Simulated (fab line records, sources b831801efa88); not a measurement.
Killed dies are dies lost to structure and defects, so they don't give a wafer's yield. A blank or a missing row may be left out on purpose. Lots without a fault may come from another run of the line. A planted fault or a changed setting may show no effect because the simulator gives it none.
A struck lot beside a sound one | flow sky130 | 15 steps out of a route of 708
Sound: wafers L203.4, L203.5, L203.6. Struck: wafers L210.2, L210.4, L210.5. The cause comes at the end.
At each step with rows: each side's tool, then ch and its chambers, then its first start. Under that, the readings that differ: sound wafers | struck wafers | difference of the means | sigmas: that difference in standard deviations of wafers without a fault.
alike: readings whose means differ by less than 2 such deviations, and words and numbers that are the same on both sides. not compared: withheld readings, readings that some wafer has no value for, bounds like >300 that may hide the same value, and numbers for which the record gives no deviation and whose values overlap.
The two part at a step that has a row with sigmas, a row that says differs or no value, or rows on one side only. Numbers that don't overlap but have no deviation are shown without sigmas and don't part them. A reading that every wafer of one side lacks parts them only if that side has two wafers or more.

SKY_CONTACT_THK_MEAS_01:
  sound on film_metro-04, day 32 11:54; struck on film_metro-01, day 34 07:50
  alike: CONTACT_CVD_00_THK
then, 1 step without rows for these wafers: SKY_CONTACT_HDPCVD_02 (deposits SiO2, target thk 565 nm, time 94.2 s).
SKY_CONTACT_THK_MEAS_03:
  sound on film_metro-01, day 32 12:02; struck on film_metro-03, day 34 07:58
  alike: CONTACT_HDPCVD_THK
SKY_CONTACT_CMP_04: polishes SiO2.
  sound on cmp-02 ch 0,1,2, day 32 12:13; struck on cmp-02 ch 0,2,3, day 34 08:04
  alike: motor_current_A, time_to_endpoint_s
SKY_CONTACT_BOW_MEAS_05:
  sound on film_metro-03, day 32 12:25; struck on film_metro-01, day 34 08:20
  alike: CONTACT_BOW
then, 7 steps without rows for these wafers: SKY_CONTACT_DEHYDRATE_06 (time 60 s); SKY_CONTACT_HMDS_07 (prime time 60 s); SKY_CONTACT_COAT_08 (resist thk 60 nm); SKY_CONTACT_COAT_09 (resist thk 450 nm); SKY_CONTACT_SOFTBAKE_10 (time 90 s); SKY_CONTACT_EXPOSE_11 (exposes mask CTM1, target cd 170 nm); SKY_CONTACT_PEB_12.
SKY_CONTACT_DEVELOP_13: develop time 60 s.
  sound on litho_track-04 ch 0, day 33 14:00; struck on litho_track-01 ch 0, day 35 07:00
  reading              | sound             | struck            | difference | sigmas
  developer_temp_C (C) | 20.97 21.12 21.16 | 21.64 21.54 21.70 | +0.54      | +5
SKY_CONTACT_CD_MEAS_14: target cd 170 nm.
  sound on cd_sem-01, day 33 14:18; struck on cd_sem-01, day 35 07:16
  alike: cd_nm
-- the record jumps here: 13 days lie between the struck wafers' starts before and after (it left off in module CONTACT and takes up again in module PAD_OPEN, whose first step shown is number 708 of the route) --
SKY_PAD_OPEN_PROBE_99:
  sound on prober-02, day 47 02:43; struck on prober-02, day 48 11:11
  alike: killed_at_M0_to_M3, killed_at_M4_up, killed_at_contacts, killed_at_front_end, killed_at_other, killed_dies, killed_on_rim, killed_open, killed_short

WHERE THEY PART
Only at SKY_CONTACT_DEVELOP_13, within this record. Later steps at which nothing parts them and some readings are alike: SKY_CONTACT_CD_MEAS_14, SKY_PAD_OPEN_PROBE_99.

WHY: what the simulator had put in
Process parameter drift: litho_track-01, from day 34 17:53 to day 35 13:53, at SKY_CONTACT_DEVELOP_13. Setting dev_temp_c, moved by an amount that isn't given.
